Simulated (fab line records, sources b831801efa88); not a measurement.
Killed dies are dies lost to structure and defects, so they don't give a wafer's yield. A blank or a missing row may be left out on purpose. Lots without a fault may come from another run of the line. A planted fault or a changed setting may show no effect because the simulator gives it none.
Which tool did it? | flow sky130 | 6 lots, 18 wafers sampled, at 2 steps of a route of 708

WHAT THE GAUGES READ, wafer by wafer
SKY_VIA1_THK_MEAS_01.
lot  | measured     | on            | VIA1_HDPCVD_THK (nm)
L933 | day 34 10:49 | film_metro-01 | 1015 1023 1030
L935 | day 34 18:41 | film_metro-02 | 1022 1022 1029
L937 | day 35 06:43 | film_metro-01 | 1022 1024 1022
L948 | day 38 18:40 | film_metro-03 | 1015 1005 1020
L950 | day 39 04:19 | film_metro-02 | 1019 1039 1029
L955 | day 40 17:13 | film_metro-02 | 1022 1013 1018

WHICH TOOL RAN EACH LOT (tool, then ch and the chambers of the sampled wafers, then the start)
lot  | SKY_VIA1_HDPCVD_00
L933 | hdpcvd-02 ch 0,1,2, day 34 10:41
L935 | hdpcvd-02 ch 0,1,2, day 34 18:33
L937 | hdpcvd-01 ch 0,1,2, day 35 06:36
L948 | hdpcvd-01 ch 0,1,2, day 38 18:32
L950 | hdpcvd-01 ch 1,2, day 39 04:12
L955 | hdpcvd-01 ch 0,2, day 40 17:05
- SKY_VIA1_HDPCVD_00: deposits SiO2, target thk 1030 nm, time 171.7 s.

THE ANSWER, worked out from the rows above alone
Rule: what is usual is taken from the lots themselves. Put in order of their means at a reading, lots are off if they are a third of the lots or fewer, leave a main group of 4 or more, and stand apart from it by a gap of 3 or more times the standard deviation of the main group's means; of several such gaps the widest counts. A main group whose means are all the same, to the digits that the tables above print for the reading, isn't used. A lot without any number at a reading at which 4 lots or more have one is off too. The other lots that the step has rows for count as sound.
No lot is off at any reading shown: from this, nothing can be told.

WHAT THE SIMULATOR HAD PUT IN
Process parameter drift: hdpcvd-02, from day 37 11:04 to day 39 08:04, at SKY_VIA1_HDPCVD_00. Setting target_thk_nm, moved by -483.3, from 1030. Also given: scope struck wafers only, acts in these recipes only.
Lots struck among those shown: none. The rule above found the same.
